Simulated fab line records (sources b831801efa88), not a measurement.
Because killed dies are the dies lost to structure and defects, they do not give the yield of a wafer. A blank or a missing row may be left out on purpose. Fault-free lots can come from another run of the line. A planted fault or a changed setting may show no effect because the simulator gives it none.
A struck lot beside a sound one | flow sky130 | 37 out of 708 route steps
Sound: wafers L968.1, L968.4, L968.5. The struck wafers were L963.3, L963.5, L963.6. The cause is named last.
Order at every step that has rows: each side's tool, ch and its chambers, its first start. Under that, the readings that differ: sound wafers | struck wafers | difference of the means | sigmas: that difference in standard deviations of wafers without a fault.
alike: readings whose means differ by less than 2 such deviations, and words and numbers that are the same on both sides. not compared: withheld readings, readings that some wafer has no value for, bounds like >300 that may hide the same value, and numbers for which the record gives no deviation and whose values overlap.
The two part at a step that has a row with sigmas, a row that says differs or no value, or rows on one side only. Non-overlapping numbers with no deviation appear without sigmas and do not part them. A reading missing from all wafers of one side parts the sides only when that side holds two or more wafers.

first, 10 steps without rows for these wafers: SKY_VIA3_CLEAN_18 (cleans in IPA, time 180 s); SKY_VIA3_CLEAN_19 (cleans in O3/DIW); SKY_VIA3_SPUTTER_20 (material TiN, target thk 20 nm, time 80 s); SKY_VIA3_CVD_21 (deposits W, target thk 390 nm, time 117.31 s); SKY_VIA3_CMP_24 (polishes, stops on SiO2, t overpolish 20 s, target thk 0 nm); SKY_METAL4_SPUTTER_00 (material Ti, target thk 15 nm, time 10 s); SKY_METAL4_SPUTTER_01 (material TiN, target thk 20 nm, time 16.7 s); SKY_METAL4_SPUTTER_02 (material AlCu, target thk 735 nm, time 39.1 s); SKY_METAL4_SPUTTER_03 (material Ti, target thk 5 nm, time 3.3 s); SKY_METAL4_SPUTTER_04 (material TiN, target thk 70 nm, time 58.3 s).
SKY_CAP2M_CVD_00: deposits SiO2, target thk 15.5 nm.
  sound on pecvd-01 ch 0,1, day 44 19:14; struck on pecvd-02 ch 0,1,2, day 43 07:54
reading                               | sound             | struck           | difference | sigmas
model.SiO2_of_CAP2M_CVD_00.thkNm (nm) | 15.64 15.85 15.53 | 27.95 28.48 28.3 | +12.57     | 
  alike: heaterPowerW
SKY_CAP2M_THK_MEAS_01:
  struck on filmMetro-01, day 43 07:56; sound on filmMetro-04, day 44 19:16
reading               | sound             | struck            | difference | sigmas
CAP2M_CVD_00_THK (nm) | 15.62 15.81 15.51 | 27.98 28.50 28.31 | +12.62     | +60
then, 23 steps without rows for these wafers: SKY_CAP2M_SPUTTER_02 (material TiN, target thk 200 nm, time 166.7 s); SKY_CAP2M_DEHYDRATE_05 (time 60 s); SKY_CAP2M_HMDS_06 (prime time 60 s); SKY_CAP2M_COAT_07 (resist thk 1140 nm); SKY_CAP2M_SOFTBAKE_08 (time 60 s); SKY_CAP2M_EXPOSE_09 (exposes mask CAP2M, target cd 1000 nm); SKY_CAP2M_PEB_10; SKY_CAP2M_DEVELOP_11 (develop time 60.77 s); SKY_CAP2M_METAL_ETCH_13 (etches TiN in Cl2/BCl3, stops on SiO2, target depth 220 nm, time 62.9 s); SKY_CAP2M_STRIP_14 (strips in O2/N2); SKY_CAP2M_STRIP_15 (strips in post etch residue remover, time 1200 s); SKY_CAP2M_CLEAN_16 (cleans in IPA, time 180 s); SKY_CAP2M_CLEAN_17 (cleans in O3/DIW); SKY_METAL4_DEHYDRATE_05 (time 60 s); SKY_METAL4_HMDS_06 (prime time 60 s); SKY_METAL4_COAT_07 (resist thk 60 nm); SKY_METAL4_COAT_08 (resist thk 1140 nm); SKY_METAL4_SOFTBAKE_09 (time 90 s); SKY_METAL4_EXPOSE_10 (exposes mask MM4, target cd 300 nm); SKY_METAL4_PEB_11; SKY_METAL4_DEVELOP_12 (develop time 60 s); SKY_METAL4_DESCUM_15 (chemistry O2, time 8 s); SKY_METAL4_ETCH_16 (etches BARC in N2/H2, stops on SiO2, time 88.2 s, target depth 60 nm).
SKY_METAL4_ETCH_17: etches SiO2 in C4F8/O2/Ar, stops on TiN, time 3.9 s, target depth 15 nm.
  sound on rieDiel-02 ch 0,3, day 46 14:31; struck on rieDiel-03 ch 0,2,3, day 45 05:04
reading             | sound             | struck            | difference | sigmas
oesProductAu (a.u.) | 0.761 0.765 0.761 | 1.015 1.009 1.012 | +0.250     | +35
  alike: chamberPressureMTorr
-- the record jumps here: 4 days lie between the struck wafers' starts before and after (it left off in module METAL4 and takes up again in module PAD_OPEN, whose first step shown is number 708 of the route) --
SKY_PAD_OPEN_PROBE_99:
  struck on prober-01, day 48 19:41; sound on prober-01, day 50 00:38
reading                                 | sound               | struck            | difference | sigmas
killed_at_M0_to_M3                      | 58 57 51            | 34 50 34          | -16        | -2
model.etest.tester.sortNPass            | 389 392 405         | 0 0 0             | -395       | 
model.etest.tester.sortYieldPct (%)     | 79.06 79.67 82.32   | 0 0 0             | -80        | 
model.etest.tester.sort_bin_3_pct (%)   | 1.016 0.4065 0.2033 | 86.21 81.09 83.69 | +83.12     | 
model.etest.diodeNdiffFingers.overLimit | 0 0 0               | 1 1 1             | +1         | 
model.etest.diodeNdiffPwell.overLimit   | 0 0 0               | 1 1 1             | +1         | 
model.etest.sramNfetPass.short          | 0 0 0               | 1 1 1             | +1         | 
model.etest.nfet_01v8_turned.short      | 0 0 0               | 1 1 1             | +1         | 
model.etest.capOno.overLimit            | 0 0 0               | 1 1 1             | +1         | 
  alike: defectLimitedYield, killed_at_M4_up, killedAtContacts, killedAtFrontEnd, killedAtOther, killedDies, killedOpen, killedShort

WHERE THEY PART
At SKY_CAP2M_THK_MEAS_01 first; at SKY_PAD_OPEN_PROBE_99 last (within this record only).

WHY: whatever the simulator had introduced
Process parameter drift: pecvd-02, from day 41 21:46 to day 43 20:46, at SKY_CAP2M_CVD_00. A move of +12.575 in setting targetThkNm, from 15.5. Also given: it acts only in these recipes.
